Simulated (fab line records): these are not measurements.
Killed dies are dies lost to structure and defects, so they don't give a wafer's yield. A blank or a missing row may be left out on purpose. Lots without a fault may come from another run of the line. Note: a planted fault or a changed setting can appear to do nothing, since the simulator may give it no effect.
Chamber matching + flow gf180mcu + rie-diel-03 running GF_STI_ETCH_13: 4 sister chambers
The step etches the open film in CHF3/O2, stops on Si, target depth 282.31 nm, time 112.9 s. 18 wafers are shown with their chamber, then 9 later ones without.

== WAFERS PAIRED WITH THEIR CHAMBERS ==
| wafer  | chamber | drypump-motor-current-A (A) | rf-fwd-power-W (W) | throttle-valve-pct (%) |
|--------|---------|-----------------------------|--------------------|------------------------|
| L075.1 | 2       | 5.3                         | 598.1              | 8.803                  |
| L075.2 | 3       | 5.1                         | 594.8              | 8.815                  |
| L075.6 | 2       | 5.4                         | 597.9              | 8.795                  |
| L076.1 | 0       | 5.8                         | 599.9              | 8.811                  |
| L076.3 | 1       | 5.4                         | 594.0              | 8.810                  |
| L076.4 | 3       | 5.2                         | 595.5              | 8.828                  |
| L078.1 | 1       | 5.4                         | 595.6              | 8.802                  |
| L078.2 | 3       | 5.2                         | 597.0              | 8.823                  |
| L078.4 | 2       | 5.3                         | 596.5              | 8.814                  |
| L081.2 | 3       | 5.2                         | 593.5              | 8.801                  |
| L081.5 | 1       | 5.4                         | 597.1              | 8.805                  |
| L081.6 | 2       | 5.3                         | 596.2              | 8.802                  |
| L082.2 | 2       | 5.3                         | 594.5              | 8.800                  |
| L082.4 | 2       | 5.3                         | 597.8              | 8.823                  |
| L082.5 | 1       | 5.5                         | 597.9              | 8.814                  |
| L089.1 | 2       | 5.3                         | 596.4              | 8.801                  |
| L089.3 | 1       | 5.4                         | 593.0              | 8.818                  |
| L089.4 | 3       | 5.2                         | 593.9              | 8.803                  |

SIGNATURES (means of the wafers above)
| reading                 | chamber 0 | chamber 1 | chamber 2 | chamber 3 | scatter within a chamber |
|-------------------------|-----------|-----------|-----------|-----------|--------------------------|
| drypump-motor-current-A | 5.800     | 5.420     | 5.314     | 5.180     | 0.0419                   |
| rf-fwd-power-W          | 599.900   | 595.520   | 596.771   | 594.940   | 1.57                     |
| throttle-valve-pct      | 8.81100   | 8.80980   | 8.80543   | 8.81400   | 0.00962                  |
Rule: a wafer's distance from a chamber is the root of the sum, over the readings, of the square of ((its reading less the chamber's mean) divided by the reading's scatter). If the next closest chamber is less than 2 further off than the closest, the wafer can't be placed; otherwise it belongs to the closest. The scatter is the square root of a quotient: the sum, over the shown wafers, of each reading's squared deviation from its chamber's mean, divided by wafers minus chambers.

== WAFERS WITH NO CHAMBER GIVEN ==
| wafer  | drypump-motor-current-A (A) | rf-fwd-power-W (W) | throttle-valve-pct (%) |
|--------|-----------------------------|--------------------|------------------------|
| L090.1 | 5.5                         | 596.8              | 8.798                  |
| L090.4 | 5.2                         | 595.9              | 8.796                  |
| L090.5 | 5.3                         | 598.2              | 8.820                  |
| L093.1 | 5.1                         | 598.0              | 8.813                  |
| L093.3 | 5.3                         | 597.1              | 8.819                  |
| L093.6 | 5.7                         | 598.9              | 8.807                  |
| L094.1 | 5.3                         | 597.3              | 8.800                  |
| L094.4 | 5.4                         | 595.0              | 8.799                  |
| L094.5 | 5.2                         | 592.9              | 8.811                  |

== WHICH CHAMBER EACH ONE RAN IN ==
| wafer  | from the rows above          | in truth |
|--------|------------------------------|----------|
| L090.1 | 1                            | 1        |
| L090.4 | can't be placed: 3 or 2      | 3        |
| L090.5 | can't be placed: 2 or 1 or 3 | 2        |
| L093.1 | 3                            | 3        |
| L093.3 | can't be placed: 2 or 1 or 3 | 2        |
| L093.6 | 0                            | 0        |
| L094.1 | 2                            | 2        |
| L094.4 | can't be placed: 1 or 2      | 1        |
| L094.5 | 3                            | 3        |
Placed correctly: 5 of 9. Can't be placed from these rows: 4 (the true chamber is among the candidates in 4). 0 placed wrongly.
